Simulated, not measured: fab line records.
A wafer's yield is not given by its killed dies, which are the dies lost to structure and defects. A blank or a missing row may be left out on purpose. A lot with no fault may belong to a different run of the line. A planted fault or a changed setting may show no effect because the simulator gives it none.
Which tool is to blame?    flow sky130    6 lots, 18 wafers sampled, at 3 steps of a route of 708

WHAT EACH GAUGE READ, for each wafer
SKY_GATE_OXIDE_TW_MEAS_14.
lot   measured      on             GATE_OXIDE_TW
L785  day 13 21:37  film metro-03  224.1 223.1 223.7
L788  day 15 00:52  film metro-04  225.6 226.5 226.8
L797  day 19 14:13  film metro-04  277.5 278.6 277.9
L800  day 20 04:02  film metro-03  221.4 222.7 222.2
L803  day 20 20:05  film metro-04  225.6 225.8 226.2
L807  day 22 00:51  film metro-01  220.1 221.1 220.9

WHAT TOOL EACH LOT RAN ON (gives the tool, then ch and the chambers of the sampled wafers, and finally the start)
lot   SKY_VT_ADJUST_LVTN_STRIP_20           SKY_GATE_OXIDE_IMPLANT_11
L785  plasma asher-04 ch 0,1, day 7 21:38   implanter-03 ch 0, day 13 21:17
L788  plasma asher-01 ch 0,1, day 8 16:23   implanter-01 ch 0, day 15 00:31
L797  plasma asher-03 ch 0,1, day 12 07:24  implanter-02 ch 0, day 19 13:26
L800  plasma asher-04 ch 0,1, day 12 12:53  implanter-01 ch 0, day 20 03:41
L803  plasma asher-03 ch 0,1, day 13 09:37  implanter-01 ch 0, day 20 19:43
L807  plasma asher-04 ch 0,1, day 14 08:15  implanter-01 ch 0, day 22 00:31
- SKY_VT_ADJUST_LVTN_STRIP_20: strips in O2/N2.
- SKY_GATE_OXIDE_IMPLANT_11

THE ANSWER, worked out from the rows above alone
Rule: usual is defined by the lots themselves. The widest of any qualifying gaps counts: lots, ordered by their means at a reading, are off when they make up no more than a third of the lots, leave a main group of 4 or more, and stand apart from it by 3 or more times the standard deviation of that group's means. If all means in a main group match to the digits the tables above print for the reading, that group is not used. Also off: a lot with no number at a reading for which 4 or more lots have one. Any other lot the step has rows for is counted as sound.
Off: L797, at SKY_GATE_OXIDE_TW_MEAS_14 (GATE_OXIDE_TW). For the main group the mean is 223.7 and the standard deviation 2.1.
A tool fits if, at a process step before that reading, it ran every lot that is off, and no sound lot after the first of them. The gauges at SKY_GATE_OXIDE_TW_MEAS_14 are tried like those tools. One fits: implanter-02 at SKY_GATE_OXIDE_IMPLANT_11. It ran no sound lot before its first lot that is off in this sample, so the start can't be narrowed down.

WHAT HAD BEEN PUT IN BY THE SIMULATOR
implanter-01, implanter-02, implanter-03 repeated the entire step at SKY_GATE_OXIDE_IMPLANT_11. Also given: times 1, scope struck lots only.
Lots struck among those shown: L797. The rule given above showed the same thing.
